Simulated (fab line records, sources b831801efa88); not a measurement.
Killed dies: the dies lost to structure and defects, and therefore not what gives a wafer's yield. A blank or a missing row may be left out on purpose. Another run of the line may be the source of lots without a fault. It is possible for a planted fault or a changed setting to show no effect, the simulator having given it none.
2 desks, one fault	flow sky130	each desk holds nothing but its own numbers, with what lay behind them at the end

METROLOGY DESK
What the gauges read, lot by lot, whatever tool the lot ran on: means of the sampled wafers that have a number. A lot is out of limits, marked OUT, if its mean lies more than 4 standard deviations from the usual mean; the brackets give that distance.
Columns: A = VIA4_OVL at SKY_VIA4_OVL_MEAS_11, usual 1.4 nm
lot	first seen here	A
L545	day 43 02:39	3.3
L546	day 43 13:07	1.2
L547	day 44 01:22	1.9
L550	day 44 17:29	-0.3
L551	day 45 08:44	1.3
L553	day 45 10:07	0.7
L554	day 45 19:13	1.8
L555	day 46 02:05	0.6
L557	day 46 06:25	0.2
L558	day 46 07:37	1.1
L556	day 46 07:43	0.9
L564	day 47 22:53	2.2
L566	day 48 06:20	2.2
Finding of this desk: none of the 13 lots has anything out of limits.

FOR THE TOOL OWNER'S DESK: rie-diel-04
The tool's own readings at SKY_POLY_CUT_ETCH_11 (etches Si3N4 in CF4/CH2F2/Ar, stops on poly-Si, time 42.5 s, target depth 60 nm): means of the sampled wafers that have a number, for each lot that ran on this tool. A lot is out of limits, marked OUT, if its mean lies more than 4 standard deviations from the usual mean; the brackets give that distance.
Columns: A = bias-w at SKY_POLY_CUT_ETCH_11, usual 150.0 W; B = drypump-motor-current-A at SKY_POLY_CUT_ETCH_11, usual 5.9 A; C = oes-product-au at SKY_POLY_CUT_ETCH_11, usual 0.832 a.u.; D = throttle-valve-pct at SKY_POLY_CUT_ETCH_11, usual 14.994 %
lot	first seen here	A	B	C	D
L545	day 24 12:25	150.0	5.9	0.830	14.986
L546	day 25 06:44	150.4	5.9	0.829	14.994
L550	day 26 20:00	150.2	6.0	0.828	14.986
L551	day 27 17:23	149.9	6.1	0.832	14.998
L554	day 28 03:10	149.9	6.1	0.831	15.003
L556	day 28 20:17	149.9	5.9	0.836	14.997
L564	day 31 01:25	150.0	5.9	0.821	14.986
L566	day 31 15:10	149.5	6.0	0.827	14.993
Finding of this desk: none of the 8 lots has anything out of limits.

PUT TOGETHER
Metrology desk: nothing out of limits seen.
Nothing out of limits was seen by the tool owner's desk.

WHAT THE SIMULATOR PUT IN
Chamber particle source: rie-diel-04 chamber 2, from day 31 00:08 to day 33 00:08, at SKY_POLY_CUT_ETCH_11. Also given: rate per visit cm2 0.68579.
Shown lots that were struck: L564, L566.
